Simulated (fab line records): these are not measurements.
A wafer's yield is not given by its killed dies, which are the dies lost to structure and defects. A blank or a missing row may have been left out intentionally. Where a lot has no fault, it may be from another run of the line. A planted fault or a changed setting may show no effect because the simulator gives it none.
8D (eight disciplines) problem report, filled in by code + flow gf180mcu + the parts of the form that need people (team, actions taken, sign-off) are left out

## 1. PROBLEM STATEMENT
Across 2 wafers from 2 lots, V1_W_RS at GF_V1_RS_MEAS_24 averages 0.388 ohm/sq, while fault-free wafers read 0.328 ohm/sq with a standard deviation of 0.0038. That puts it +16 standard deviations away from the usual mean.
The step: measures by four-point-probe.
Seen first at day 23 00:06 on film-metro-04, wafer L832.4. The record holds 33 wafers of 11 lots with a number at this step. Rule for "out", or "out of limits": more than 4 standard deviations from the usual mean. The other wafers with a number count as sound.

## 2. WHAT IT IS; WHAT IT IS NOT
| question                    | is                | is not                                                                                       |
|-----------------------------|-------------------|----------------------------------------------------------------------------------------------|
| which readings at this step | V1_W_RS           | -                                                                                            |
| which lots                  | L832, L833        | L820, L821, L822, L824, L827, L837, L838, L840, L843                                         |
| which wafers of those lots  | L832.4, L833.1    | L832.2, L832.6, L833.4, L833.6                                                               |
| read on which gauges        | film-metro-04     | film-metro-01, film-metro-03                                                                 |
| when                        | from day 23 00:06 | up to then (17 sound wafers); but 14 sound wafers of L833, L837, L838, L840, L843 came after |

## 3. SUSPECTS, AND WHAT RULES EACH OUT
Counting: if a tool at a process step up to the reading ran every lot that is out, it stays a suspect. Sound lots after the first of them don't rule it out here, since some wafers of a struck lot are sound.
- ruled out: the gauge at GF_V1_RS_MEAS_24. All the wafers that are out were read on film-metro-04, but those of them that GF_V1_CVD_23 has rows for are out there too, on other tools.
- cvd-w-01 at GF_V1_CVD_23 (deposits W, target thk 350 nm, time 105.05 s): kept. Ran every lot that is out, first one L832 (day 22 23:55); last sound lot up to then L827 (day 20 18:06). Its own chamber-pressure-Torr readings are out on those wafers.
- Within cvd-w-01 at GF_V1_CVD_23: the wafers that are out ran in chamber 0; their sound lot-mates ran in chamber 1.
Remaining after the count: cvd-w-01 at GF_V1_CVD_23.

## 4. THE CAUSE (what the simulator had put in)
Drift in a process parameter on cvd-w-01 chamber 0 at GF_V1_CVD_23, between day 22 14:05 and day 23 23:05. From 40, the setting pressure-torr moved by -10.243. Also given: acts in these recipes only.
After counting, this tool was the only one left.

## 5. THE EFFECT CHAIN, in route order
Each row: a reading whose mean over the struck wafers that have a number lies more than 3 standard deviations from the usual. Scope: only readings with a usual standard deviation given in the record; hours: median across lots of the time from each lot's start at the first step in this table that gives one to its start at this step; sigmas: change in usual standard deviations.
| hours | step              | reading               | usual        | on struck wafers | change | sigmas      |
|-------|-------------------|-----------------------|--------------|------------------|--------|-------------|
| 0     | GF_V1_CVD_23      | chamber-pressure-Torr | 40.00 Torr   | 29.74            | -10.26 | -99 or more |
| 0     | GF_V1_RS_MEAS_24  | V1_W_RS               | 0.328 ohm/sq | 0.388            | +0.060 | +16         |
| 0     | GF_V1_THK_MEAS_25 | V1_W_THK              | 351 nm       | 298              | -53    | -12         |
| 0     | GF_V1_CMP_26      | time-to-endpoint-s    | 85 s         | 68               | -18    | -4.3        |
Process steps it contains:
- GF_V1_CVD_23: deposits W, target thk 350 nm, time 105.05 s.
- GF_V1_CMP_26: polishes, stops on SiO2, t overpolish 15 s, target thk 0 nm.
Later measuring or inspecting steps at which every struck wafer that the step has a row for has a number for every such reading, and none has moved that far: GF_M2_RS_MEAS_05.

## 6. HOW IT WOULD HAVE BEEN CAUGHT EARLIER
Counted from the fault's start at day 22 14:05, it took 10 hours until the first out-of-limits reading at a measuring or inspecting step in this record, taken at day 23 00:06.
The tool's own readings at GF_V1_CVD_23 were out on every struck wafer that the step has a row for (chamber-pressure-Torr): an alarm limit on them would have fired on the first of those.
Lots out: 2; of these, L833 started GF_V1_CVD_23 on cvd-w-01 after day 23 00:06. Had the tool been put on hold then, it would have been spared.
